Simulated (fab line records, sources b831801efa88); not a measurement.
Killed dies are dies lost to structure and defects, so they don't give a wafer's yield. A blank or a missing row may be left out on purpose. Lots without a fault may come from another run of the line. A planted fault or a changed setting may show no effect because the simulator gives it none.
Which tool did it? | flow gf180mcu | 24 lots, 72 wafers sampled, at 6 steps of a route of 602

WHAT THE GAUGES READ, wafer by wafer
GF_M1_RS_MEAS_05: measures by four-point-probe.
lot  | measured     | on            | M1_ALCU_RS (ohm/sq)
L074 | day 15 20:07 | film_metro-03 | 0.0705 0.0693 0.0698
L075 | day 16 01:57 | film_metro-03 | 0.0693 0.0702 0.0685
L076 | day 16 19:20 | film_metro-04 | 0.0702 0.0703 0.0698
L077 | day 16 23:05 | film_metro-04 | 0.0700 0.0698 0.0701
L078 | day 17 14:46 | film_metro-03 | 0.0692 0.0687 0.0688
L080 | day 18 05:48 | film_metro-03 | 0.0707 0.0709 0.0706
L079 | day 18 05:56 | film_metro-04 | 0.0700 0.0701 0.0697
L081 | day 18 23:37 | film_metro-04 | 0.0698 0.0713 0.0702
L082 | day 19 06:26 | film_metro-03 | 0.0697 0.0691 0.0696
L083 | day 20 05:47 | film_metro-03 | 0.0693 0.0712 0.0705
L085 | day 20 06:51 | film_metro-03 | 0.0692 0.0691 0.0692
L084 | day 20 12:57 | film_metro-04 | 0.0703 0.0706 0.0715
L086 | day 21 03:53 | film_metro-01 | 0.0695 0.0705 0.0710
L087 | day 21 04:15 | film_metro-04 | 0.0707 0.0692 0.0705
L088 | day 21 16:05 | film_metro-04 | 0.0696 0.0703 0.0709
L089 | day 21 21:31 | film_metro-04 | 0.0696 0.0689 0.0684
L090 | day 22 09:20 | film_metro-04 | 0.0692 0.0698 0.0706
L092 | day 22 13:34 | film_metro-01 | 0.0686 0.0700 0.0683
L091 | day 22 14:50 | film_metro-04 | 0.0691 0.0698 0.0681
L093 | day 23 01:46 | film_metro-01 | 0.0692 0.0686 0.0686
L094 | day 23 10:50 | film_metro-04 | 0.0699 0.0695 0.0686
L095 | day 24 01:07 | film_metro-04 | 0.0683 0.0698 0.0698
L096 | day 24 02:41 | film_metro-01 | 0.0699 0.0709 0.0697
L097 | day 24 12:58 | film_metro-01 | 0.0701 0.0705 0.0705

GF_V1_CD_MEAS_14: target cd 260 nm.
lot  | measured     | on        | cd_nm (nm)
L074 | day 17 17:58 | cd_sem-02 | 257.6 258.7 258.6
L075 | day 17 23:25 | cd_sem-02 | 260.0 260.4 261.6
L076 | day 18 20:32 | cd_sem-02 | 261.1 260.8 259.9
L077 | day 18 23:27 | cd_sem-01 | 259.7 258.6 259.4
L078 | day 19 15:59 | cd_sem-01 | 260.0 259.3 260.8
L080 | day 20 07:17 | cd_sem-02 | 259.6 261.2 260.7
L079 | day 20 07:41 | cd_sem-01 | 256.7 259.0 258.6
L081 | day 21 01:27 | cd_sem-01 | 261.0 260.6 260.6
L082 | day 21 08:08 | cd_sem-01 | 261.9 260.4 261.6
L083 | day 22 06:04 | cd_sem-02 | 262.3 262.3 262.7
L085 | day 22 08:39 | cd_sem-02 | 260.5 260.3 260.2
L084 | day 22 14:19 | cd_sem-02 | 261.8 259.8 259.5
L086 | day 23 03:59 | cd_sem-01 | 262.6 262.8 259.9
L087 | day 23 04:40 | cd_sem-02 | 260.2 259.5 258.8
L088 | day 23 16:16 | cd_sem-02 | 258.0 258.2 257.0
L089 | day 23 20:47 | cd_sem-01 | 260.2 258.9 260.8
L090 | day 24 08:16 | cd_sem-02 | 260.7 260.6 260.6
L092 | day 24 11:20 | cd_sem-01 | 261.3 261.7 261.6
L091 | day 24 13:15 | cd_sem-02 | 260.8 262.0 262.4
L093 | day 24 23:57 | cd_sem-02 | 260.3 259.6 258.9
L094 | day 25 08:25 | cd_sem-02 | 259.1 257.9 257.8
L095 | day 25 20:22 | cd_sem-01 | 258.5 258.3 257.3
L096 | day 25 23:40 | cd_sem-01 | 260.3 259.1 259.5
L097 | day 26 09:47 | cd_sem-02 | 262.7 263.0 263.0

GF_TOP_METAL_THK_MEAS_06: measures by xrf.
lot  | measured     | on            | TOP_METAL_ALCU_THK (nm)
L074 | day 26 22:23 | film_metro-02 | 896 904 896
L075 | day 27 03:04 | film_metro-02 | 868 878 885
L076 | day 27 22:13 | film_metro-03 | 904 890 910
L077 | day 28 01:23 | film_metro-04 | 888 899 896
L078 | day 28 11:04 | film_metro-04 | 902 918 925
L080 | day 29 01:32 | film_metro-04 | 913 915 899
L079 | day 29 02:14 | film_metro-02 | 906 899 905
L081 | day 29 16:46 | film_metro-03 | 908 927 912
L082 | day 29 21:47 | film_metro-04 | 898 893 900
L083 | day 30 16:03 | film_metro-03 | 907 904 893
L085 | day 30 16:23 | film_metro-03 | 895 890 907
L084 | day 30 22:20 | film_metro-04 | 887 897 897
L086 | day 31 21:27 | film_metro-04 | 876 892 890
L087 | day 31 20:52 | film_metro-04 | 896 885 884
L088 | day 32 01:41 | film_metro-04 | 899 897 904
L089 | day 32 01:39 | film_metro-03 | 894 893 896
L090 | day 32 08:08 | film_metro-03 | 910 905 920
L092 | day 32 11:18 | film_metro-02 | 895 896 899
L091 | day 32 12:11 | film_metro-02 | 878 892 894
L093 | day 32 23:47 | film_metro-03 | 908 905 911
L094 | day 32 22:40 | film_metro-04 | 905 908 902
L095 | day 32 22:54 | film_metro-02 | 900 896 896
L096 | day 33 00:08 | film_metro-02 | 878 883 874
L097 | day 34 04:31 | film_metro-04 | 918 911 919

WHICH TOOL RAN EACH LOT (tool, then ch and the chambers of the sampled wafers, then the start)
lot  | GF_V2_ETCH_16                      | GF_MIM_SPUTTER_00            | GF_V5_ETCH_16
L074 | rie_diel-02 ch 0,1,3, day 19 20:54 | pvd_sputter-04, day 24 02:22 | rie_diel-03 ch 1,3, day 26 20:39
L075 | rie_diel-02 ch 1,3, day 20 03:11   | pvd_sputter-04, day 24 08:42 | rie_diel-02 ch 0,3, day 27 01:20
L076 | rie_diel-03 ch 0,2,3, day 21 00:26 | pvd_sputter-03, day 25 03:55 | rie_diel-01 ch 0,2,3, day 27 20:05
L077 | rie_diel-02 ch 1,2, day 21 03:12   | pvd_sputter-03, day 25 07:29 | rie_diel-01 ch 0,3, day 27 23:08
L078 | rie_diel-03 ch 0,3, day 21 17:47   | pvd_sputter-04, day 25 18:17 | rie_diel-03 ch 0,1,2, day 28 09:17
L080 | rie_diel-02 ch 1,2, day 22 10:10   | pvd_sputter-04, day 26 09:06 | rie_diel-03 ch 1,2, day 28 23:47
L079 | rie_diel-01 ch 1,2, day 22 11:06   | pvd_sputter-04, day 26 11:28 | rie_diel-01 ch 0,1,2, day 29 00:30
L081 | rie_diel-03 ch 0,1,3, day 23 03:41 | pvd_sputter-02, day 27 02:12 | rie_diel-03 ch 2,3, day 29 15:00
L082 | rie_diel-02 ch 0,2, day 23 09:47   | pvd_sputter-03, day 27 07:33 | rie_diel-03 ch 0,2,3, day 29 19:56
L083 | rie_diel-02 ch 1,2, day 24 07:26   | pvd_sputter-04, day 28 02:17 | rie_diel-01 ch 1,2,3, day 30 14:17
L085 | rie_diel-03 ch 0,3, day 24 08:59   | pvd_sputter-02, day 28 02:35 | rie_diel-03 ch 1,2, day 30 14:38
L084 | rie_diel-01 ch 0,2,3, day 24 16:07 | pvd_sputter-03, day 28 10:12 | rie_diel-03 ch 2,3, day 30 20:35
L086 | rie_diel-02 ch 1,2,3, day 25 04:35 | pvd_sputter-03, day 28 21:52 | rie_diel-01 ch 0,1,2, day 31 18:43
L087 | rie_diel-03 ch 0,3, day 25 05:32   | pvd_sputter-04, day 28 21:34 | rie_diel-03 ch 0,1,3, day 31 18:32
L088 | rie_diel-03 ch 0,1,2, day 25 15:27 | pvd_sputter-04, day 29 05:48 | rie_diel-01 ch 0,1, day 31 19:50
L089 | rie_diel-02 ch 0,2,3, day 25 18:32 | pvd_sputter-02, day 29 09:32 | rie_diel-01 ch 0,2, day 31 20:16
L090 | rie_diel-03 ch 0,2, day 26 06:00   | pvd_sputter-03, day 29 18:44 | rie_diel-02 ch 0,2,3, day 32 03:05
L092 | rie_diel-02 ch 0,3, day 26 09:45   | pvd_sputter-02, day 29 23:29 | rie_diel-02 ch 0,1,2, day 32 09:35
L091 | rie_diel-02 ch 1,2,3, day 26 11:29 | pvd_sputter-04, day 30 00:40 | rie_diel-03 ch 0,2,3, day 32 10:28
L093 | rie_diel-01 ch 1,2,3, day 26 21:05 | pvd_sputter-02, day 30 08:54 | rie_diel-01 ch 2,3, day 32 22:02
L094 | rie_diel-01 ch 0,2,3, day 27 04:32 | pvd_sputter-03, day 30 16:55 | rie_diel-02 ch 0,2,3, day 32 20:56
L095 | rie_diel-01 ch 1,2, day 27 16:59   | pvd_sputter-04, day 31 03:26 | rie_diel-01 ch 0,1,3, day 32 21:10
L096 | rie_diel-02 ch 1,2,3, day 27 19:33 | pvd_sputter-02, day 31 06:15 | rie_diel-02 ch 0,2, day 32 22:13
L097 | rie_diel-02 ch 1,2,3, day 28 04:38 | pvd_sputter-02, day 31 22:58 | rie_diel-02 ch 0,1,3, day 34 02:46
- GF_V2_ETCH_16: etches BARC in N2/H2.
- GF_MIM_SPUTTER_00: material Ti, target thk 37.5 nm, time 150 s.
- GF_V5_ETCH_16: etches BARC in N2/H2.

WHAT THE TOOLS THEMSELVES READ (means of the sampled wafers that have a number; where no wafer has one, the mark that the record gives instead)
GF_V2_ETCH_16.
lot  | tool        | drypump_motor_current_A (A) | oes_product_au (a.u.) | throttle_valve_pct (%)
L074 | rie_diel-02 | 6.1                         | 0.851                 | 13.216
L075 | rie_diel-02 | 6.2                         | 0.852                 | 13.220
L076 | rie_diel-03 | 5.6                         | 0.852                 | 13.224
L077 | rie_diel-02 | 6.1                         | 0.856                 | 13.223
L078 | rie_diel-03 | 6.1                         | 0.851                 | 13.227
L080 | rie_diel-02 | 6.3                         | 0.855                 | 13.227
L079 | rie_diel-01 | 6.4                         | 0.853                 | 13.229
L081 | rie_diel-03 | 5.6                         | 0.858                 | 13.222
L082 | rie_diel-02 | 6.1                         | 0.857                 | 13.222
L083 | rie_diel-02 | 6.2                         | 0.855                 | 13.227
L085 | rie_diel-03 | 5.6                         | 0.855                 | 13.226
L084 | rie_diel-01 | 6.0                         | 0.859                 | 13.225
L086 | rie_diel-02 | 6.0                         | 0.858                 | 13.220
L087 | rie_diel-03 | 6.1                         | 0.850                 | 13.236
L088 | rie_diel-03 | 5.1                         | 0.852                 | 13.225
L089 | rie_diel-02 | 5.9                         | 0.853                 | 13.225
L090 | rie_diel-03 | 5.1                         | 0.854                 | 13.223
L092 | rie_diel-02 | 5.9                         | 0.856                 | 13.225
L091 | rie_diel-02 | 6.0                         | 0.850                 | 13.229
L093 | rie_diel-01 | 5.9                         | 0.849                 | 13.222
L094 | rie_diel-01 | 6.0                         | 0.854                 | 13.229
L095 | rie_diel-01 | 6.3                         | 0.854                 | 13.220
L096 | rie_diel-02 | 6.0                         | 0.854                 | 13.222
L097 | rie_diel-02 | 6.0                         | 0.850                 | 13.223

GF_MIM_SPUTTER_00.
lot  | tool           | throttle_valve_pct (%)
L074 | pvd_sputter-04 | 31.4
L075 | pvd_sputter-04 | 30.2
L076 | pvd_sputter-03 | 30.2
L077 | pvd_sputter-03 | 30.3
L078 | pvd_sputter-04 | 30.1
L080 | pvd_sputter-04 | 30.4
L079 | pvd_sputter-04 | 30.3
L081 | pvd_sputter-02 | 30.9
L082 | pvd_sputter-03 | 30.5
L083 | pvd_sputter-04 | 30.2
L085 | pvd_sputter-02 | 28.1
L084 | pvd_sputter-03 | 30.1
L086 | pvd_sputter-03 | 30.0
L087 | pvd_sputter-04 | 30.7
L088 | pvd_sputter-04 | 31.4
L089 | pvd_sputter-02 | 31.7
L090 | pvd_sputter-03 | 30.4
L092 | pvd_sputter-02 | 28.7
L091 | pvd_sputter-04 | 30.3
L093 | pvd_sputter-02 | 31.0
L094 | pvd_sputter-03 | 30.8
L095 | pvd_sputter-04 | 31.1
L096 | pvd_sputter-02 | 30.1
L097 | pvd_sputter-02 | 31.1

GF_V5_ETCH_16.
lot  | tool        | drypump_motor_current_A (A) | oes_product_au (a.u.) | throttle_valve_pct (%)
L074 | rie_diel-03 | 6.1                         | 0.856                 | 13.235
L075 | rie_diel-02 | 6.0                         | 0.854                 | 13.218
L076 | rie_diel-01 | 6.0                         | 0.853                 | 13.218
L077 | rie_diel-01 | 5.8                         | 0.854                 | 13.221
L078 | rie_diel-03 | 5.1                         | 0.855                 | 13.233
L080 | rie_diel-03 | 5.1                         | 0.849                 | 13.222
L079 | rie_diel-01 | 6.2                         | 0.856                 | 13.227
L081 | rie_diel-03 | 5.6                         | 0.858                 | 13.221
L082 | rie_diel-03 | 5.6                         | 0.856                 | 13.225
L083 | rie_diel-01 | 5.9                         | 0.855                 | 13.218
L085 | rie_diel-03 | 5.1                         | 0.852                 | 13.226
L084 | rie_diel-03 | 5.6                         | 0.857                 | 13.220
L086 | rie_diel-01 | 6.2                         | 0.859                 | 13.223
L087 | rie_diel-03 | 5.6                         | 0.853                 | 13.235
L088 | rie_diel-01 | 5.9                         | 0.854                 | 13.227
L089 | rie_diel-01 | 6.4                         | 0.851                 | 13.231
L090 | rie_diel-02 | 5.9                         | 0.851                 | 13.232
L092 | rie_diel-02 | 6.1                         | 0.858                 | 13.221
L091 | rie_diel-03 | 5.6                         | 0.851                 | 13.217
L093 | rie_diel-01 | 5.7                         | 0.855                 | 13.223
L094 | rie_diel-02 | 5.9                         | 0.860                 | 13.233
L095 | rie_diel-01 | 5.7                         | 0.854                 | 13.218
L096 | rie_diel-02 | 6.0                         | 0.853                 | 13.219
L097 | rie_diel-02 | 6.1                         | 0.856                 | 13.219

THE ANSWER, worked out from the rows above alone
Rule: what is usual is taken from the lots themselves. Put in order of their means at a reading, lots are off if they are a third of the lots or fewer, leave a main group of 4 or more, and stand apart from it by a gap of 3 or more times the standard deviation of the main group's means; of several such gaps the widest counts. A main group whose means are all the same, to the digits that the tables above print for the reading, isn't used. A lot without any number at a reading at which 4 lots or more have one is off too. The other lots that the step has rows for count as sound. The gauges are gone through in route order, then the tools' own readings, and for those a lot's mean is taken as printed above. The first step at which some lot is off is used, and at that step the reading that is off furthest; a lot without a number counts as furthest.
No lot is off at any reading shown: from this, nothing can be told.

WHAT THE SIMULATOR HAD PUT IN
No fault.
